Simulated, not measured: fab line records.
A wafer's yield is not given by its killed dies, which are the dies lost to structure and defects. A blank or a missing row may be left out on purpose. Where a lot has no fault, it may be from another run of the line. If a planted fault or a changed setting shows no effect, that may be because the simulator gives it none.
A single fault, viewed from 2 desks + flow sky130 + numbers are kept per desk, each desk with only its own; the story behind them comes last

== FROM THE METROLOGY DESK ==
What the gauges read for every lot (on any tool): the sampled wafers with a number, averaged. Any lot whose mean is over 4 standard deviations away from the usual mean is out of limits and marked OUT; that distance is given in the brackets.
Columns: A = SD_N_OVL at SKY_SD_N_OVL_MEAS_08, usual -0.6 nm
| lot  | first seen here | A    |
|------|-----------------|------|
| L292 | day 27 19:20    | 1.1  |
| L294 | day 28 10:23    | -1.5 |
| L293 | day 28 10:29    | -0.3 |
| L295 | day 28 22:34    | 1.3  |
| L296 | day 29 02:22    | 1.1  |
| L298 | day 30 04:16    | -2.2 |
| L299 | day 30 09:28    | -0.1 |
| L305 | day 32 08:23    | -2.0 |
| L306 | day 32 15:35    | -1.7 |
| L310 | day 33 20:53    | 0.3  |
| L312 | day 34 13:38    | -0.4 |
| L314 | day 35 05:13    | -1.5 |
| L315 | day 35 07:26    | -0.1 |
Finding of this desk: none of the 13 lots has anything out of limits.

== FOR THE TOOL OWNER'S DESK: litho_track-03 ==
Per lot that ran on this tool, the mean of the sampled wafers carrying a number, from the tool's own readings at SKY_VIA3_SOFTBAKE_08 (time 90 s). Any lot whose mean is over 4 standard deviations away from the usual mean is out of limits and marked OUT; that distance is given in the brackets.
Columns: A = run_length_s at SKY_VIA3_SOFTBAKE_08, usual 119.22 s
| lot  | first seen here | A                |
|------|-----------------|------------------|
| L292 | day 39 01:00    | 119.10           |
| L298 | day 41 03:00    | 119.10           |
| L305 | day 42 23:00    | 121.48 (+16) OUT |
| L306 | day 43 07:00    | 122.74 (+25) OUT |
This desk's finding: out of limits on L305, L306; first on L305, day 42 23:00 (run_length_s at SKY_VIA3_SOFTBAKE_08). L292, L298 stayed within limits.

== ALL TOGETHER ==
The tool owner's desk could have raised an alarm at day 42 23:00, on L305, L306.
Metrology desk: nothing out of limits seen.
The metrology desk has L305, L306 on record, within its limits.
The lots listed all ran SKY_VIA3_SOFTBAKE_08 on litho_track-03.

== WHAT THE SIMULATOR PUT IN ==
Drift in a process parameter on litho_track-03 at SKY_VIA3_SOFTBAKE_08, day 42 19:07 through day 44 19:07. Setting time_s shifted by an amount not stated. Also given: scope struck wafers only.
Lots struck among those shown: L305, L306.
How many hours passed from the start of the fault until each desk's first out-of-limits reading: the tool owner's desk, 4.
